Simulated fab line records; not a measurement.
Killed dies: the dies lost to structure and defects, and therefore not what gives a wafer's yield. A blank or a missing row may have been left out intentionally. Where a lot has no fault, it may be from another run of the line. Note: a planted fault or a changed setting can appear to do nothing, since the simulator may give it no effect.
Which tool was responsible? | flow gf180mcu | 6 lots, 18 wafers sampled, at 4 steps of a route of 602

== WHAT THE GAUGES SHOWED, per wafer ==
GF_V5_THK_MEAS_01.
lot  | measured     | on           | V5_CVD_00_THK (nm)
L494 | day 27 13:18 | filmMetro-04 | 315 312 314
L495 | day 27 20:20 | filmMetro-03 | 321 319 318
L498 | day 28 21:17 | filmMetro-04 | 317 319 317
L503 | day 30 01:03 | filmMetro-02 | 312 317 314
L507 | day 31 03:21 | filmMetro-02 | 312 310 309
L513 | day 32 16:05 | filmMetro-04 | 252 247 248

== WHICH TOOL RAN EACH LOT (tool, then ch and the chambers of the sampled wafers, then the start) ==
lot  | GF_MIM_SPUTTER_01           | GF_MIM_STRIP_20                     | GF_V5_CVD_00
L494 | pvdSputter-04, day 25 18:07 | plasmaAsher-03 ch 0,1, day 26 15:13 | hdpcvd-01 ch 0,1,2, day 27 13:15
L495 | pvdSputter-04, day 26 03:12 | plasmaAsher-01 ch 0,1, day 26 23:42 | hdpcvd-01 ch 0,1, day 27 20:17
L498 | pvdSputter-02, day 27 03:41 | plasmaAsher-02 ch 0,1, day 27 23:46 | hdpcvd-02 ch 0,1,2, day 28 21:14
L503 | pvdSputter-02, day 28 09:00 | plasmaAsher-01 ch 0, day 29 04:28   | hdpcvd-02 ch 0,1,2, day 30 01:00
L507 | pvdSputter-01, day 29 12:48 | plasmaAsher-02 ch 0,1, day 30 07:54 | hdpcvd-01 ch 0,1, day 31 03:18
L513 | pvdSputter-02, day 31 03:41 | plasmaAsher-01 ch 0,1, day 31 21:37 | hdpcvd-01 ch 0,1, day 32 16:02
- GF_MIM_SPUTTER_01: material TiN, target thk 30 nm, time 25 s.
- GF_MIM_STRIP_20: strips in O2/N2.
- GF_V5_CVD_00: deposits SiO2, target thk 300 nm, time 52.32 s.

== THE ANSWER, worked out from the rows above alone ==
Rule: the lots themselves supply what counts as usual. Put in order of their means at a reading, lots are off if they are a third of the lots or fewer, leave a main group of 4 or more, and stand apart from it by a gap of 3 or more times the standard deviation of the main group's means; of several such gaps the widest counts. A main group whose means are all the same, to the digits that the tables above print for the reading, isn't used. A lot without any number at a reading at which 4 lots or more have one is off too. Where the step has rows for the other lots, those lots are counted as sound.
Off: at GF_V5_THK_MEAS_01 (V5_CVD_00_THK), L513. For the main group the mean is 315 nm and the standard deviation 3.2.
A tool fits if, at a process step before that reading, it ran every lot that is off, and no sound lot after the first of them. Gauges at GF_V5_THK_MEAS_01: tried the same way as those tools. Can't be told from this: 4 tools fit, pvdSputter-02 at GF_MIM_SPUTTER_01, plasmaAsher-01 at GF_MIM_STRIP_20, hdpcvd-01 at GF_V5_CVD_00, filmMetro-04 at GF_V5_THK_MEAS_01.

== WHAT WAS PUT IN BY THE SIMULATOR ==
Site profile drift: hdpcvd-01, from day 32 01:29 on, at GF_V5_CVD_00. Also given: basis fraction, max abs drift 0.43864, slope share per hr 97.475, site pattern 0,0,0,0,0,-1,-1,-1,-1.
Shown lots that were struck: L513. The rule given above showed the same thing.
